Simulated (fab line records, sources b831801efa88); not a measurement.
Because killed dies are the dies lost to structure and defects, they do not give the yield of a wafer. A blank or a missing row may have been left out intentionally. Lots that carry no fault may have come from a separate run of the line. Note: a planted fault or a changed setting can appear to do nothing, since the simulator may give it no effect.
Comparing a struck lot with a sound one    flow sky130    38 steps out of a route of 708
Sound: these wafers, L997.2, L997.3, L997.6. Struck: wafers L109.4, L109.6 (left out: L109.3, a lot-mate that was not struck); the cause follows at the end.
Order at every step that has rows: each side's tool, ch and its chambers, its first start. Under that, the readings that differ: sound wafers    struck wafers    difference of the means    sigmas: that difference in standard deviations of wafers without a fault.
alike: readings with means less than 2 such deviations apart, plus words and numbers identical on both sides. not compared: withheld readings, readings lacking a value on some wafer, bounds such as >300 that could conceal the same value, and numbers that have no deviation in the record and whose values overlap.
The two part at a step that has a row with sigmas, a row that says differs or no value, or rows on one side only. When numbers do not overlap yet have no deviation, they are printed without sigmas and do not part them. A reading that every wafer of one side lacks parts them only if that side has two wafers or more.

first, 9 steps without rows for these wafers: SKY_VIA3_SPUTTER_20 (material TiN, target thk 20 nm, time 80 s); SKY_VIA3_CVD_21 (deposits W, target thk 390 nm, time 117.31 s); SKY_VIA3_CMP_24 (polishes, stops on SiO2, t overpolish 20 s, target thk 0 nm); SKY_METAL4_SPUTTER_00 (material Ti, target thk 15 nm, time 10 s); SKY_METAL4_SPUTTER_01 (material TiN, target thk 20 nm, time 16.7 s); SKY_METAL4_SPUTTER_02 (material AlCu, target thk 735 nm, time 39.1 s); SKY_METAL4_SPUTTER_03 (material Ti, target thk 5 nm, time 3.3 s); SKY_METAL4_SPUTTER_04 (material TiN, target thk 70 nm, time 58.3 s); SKY_CAP2M_CVD_00 (deposits SiO2, target thk 15.5 nm).
SKY_CAP2M_SPUTTER_02: material TiN, target thk 200 nm, time 166.7 s.
  sound on pvd_sputter-01 at day 39 07:43; struck on pvd_sputter-01 at day 43 01:15
reading                                    sound            struck       difference  sigmas
model.TiN_of_CAP2M_SPUTTER_02.thk_nm (nm)  198.5 201 201.6  211.5 213.1  +11.9       
  alike: susceptor_temp_C, throttle_valve_pct
SKY_CAP2M_RS_MEAS_03: a four-point-probe measurement.
  sound on film_metro-02 at day 39 07:50; struck on film_metro-03 at day 43 01:24
reading                sound           struck     difference  sigmas
CAP2M_TIN_RS (ohm/sq)  6.95 6.88 6.85  6.52 6.48  -0.39       -6
SKY_CAP2M_THK_MEAS_04: measures by xrf.
  sound on film_metro-02 at day 39 07:57; struck on film_metro-03 at day 43 01:30
reading             sound              struck       difference  sigmas
CAP2M_TIN_THK (nm)  198.0 200.6 201.0  211.8 212.0  +12.0       +6
then, 7 steps without rows for these wafers: SKY_CAP2M_DEHYDRATE_05 (time 60 s); SKY_CAP2M_HMDS_06 (prime time 60 s); SKY_CAP2M_COAT_07 (resist thk 1140 nm); SKY_CAP2M_SOFTBAKE_08 (time 60 s); SKY_CAP2M_EXPOSE_09 (exposes mask CAP2M, target cd 1000 nm); SKY_CAP2M_PEB_10; SKY_CAP2M_DEVELOP_11 (develop time 60 s).
SKY_CAP2M_METAL_ETCH_13: etches TiN in Cl2/BCl3, stops on SiO2, target depth 220 nm, time 62.9 s.
  sound on rie_metal-03 ch 0,1, day 40 07:43; struck on rie_metal-01 ch 0, day 43 23:59
reading                      sound              struck       difference  sigmas
drypump_motor_current_A (A)  5.0 5.0 5.1        6.3 6.3      +1.3        +2
oes_product_au (a.u.)        0.939 0.945 0.945  0.972 0.977  +0.031      +4
  alike: throttle_valve_pct
  not compared: rf_hours_counter_h
then, 16 steps without rows for these wafers: SKY_CAP2M_STRIP_14 (strips in O2/N2); SKY_CAP2M_STRIP_15 (strips in post etch residue remover, time 1200 s); SKY_CAP2M_CLEAN_16 (cleans in IPA, time 180 s); SKY_CAP2M_CLEAN_17 (cleans in O3/DIW); SKY_METAL4_DEHYDRATE_05 (time 60 s); SKY_METAL4_HMDS_06 (prime time 60 s); SKY_METAL4_COAT_07 (resist thk 60 nm); SKY_METAL4_COAT_08 (resist thk 1140 nm); SKY_METAL4_SOFTBAKE_09 (time 90 s); SKY_METAL4_EXPOSE_10 (exposes mask MM4, target cd 300 nm); SKY_METAL4_PEB_11; SKY_METAL4_DEVELOP_12 (develop time 60 s); SKY_METAL4_DESCUM_15 (chemistry O2, time 8 s); SKY_METAL4_ETCH_16 (etches BARC in N2/H2, stops on SiO2, time 88.2 s, target depth 60 nm); SKY_METAL4_ETCH_17 (etches SiO2 in C4F8/O2/Ar, stops on TiN, time 3.9 s, target depth 15 nm); SKY_METAL4_METAL_ETCH_18 (etches the open film in Cl2/BCl3, stops on SiO2, target depth 845 nm, time 183.1 s).
SKY_METAL4_STRIP_20: strips in post etch residue remover, time 1200 s.
  sound on wet_bench-03 ch 0, day 41 07:47; struck on wet_bench-02 ch 1, day 44 23:24
reading                                    sound              struck       difference  sigmas
model.TiN_of_CAP2M_SPUTTER_02.thk_nm (nm)  197.7 200.1 200.8  210.7 212.3  +12.0       
-- the record jumps here: 4 days lie between the struck wafers' starts before and after (it left off in module METAL4 and takes up again in module PAD_OPEN, whose first step shown is number 708 of the route) --
SKY_PAD_OPEN_PROBE_99:
  sound on prober-01 at day 45 07:50; struck on prober-01 at day 48 15:34
reading                            sound              struck       difference  sigmas
model.etest.cap_mim2.plate_ohm_sq  6.026 5.926 5.984  5.663 5.581  -0.357      
  alike: defect_limited_yield, killed_at_M0_to_M3, killed_at_M4_up, killed_at_contacts, killed_at_front_end, killed_at_other, killed_dies, killed_open, killed_short, sort_bin_3_pad_short, sort_bin_5_function, sort_bin_6_memory, sort_n_pass, sort_yield_pct

## WHERE THEY PART
Earliest at SKY_CAP2M_RS_MEAS_03; latest, in this record, at SKY_CAP2M_METAL_ETCH_13. Later steps at which nothing parts them and some readings are alike: SKY_PAD_OPEN_PROBE_99.

WHY: what the simulator had put in
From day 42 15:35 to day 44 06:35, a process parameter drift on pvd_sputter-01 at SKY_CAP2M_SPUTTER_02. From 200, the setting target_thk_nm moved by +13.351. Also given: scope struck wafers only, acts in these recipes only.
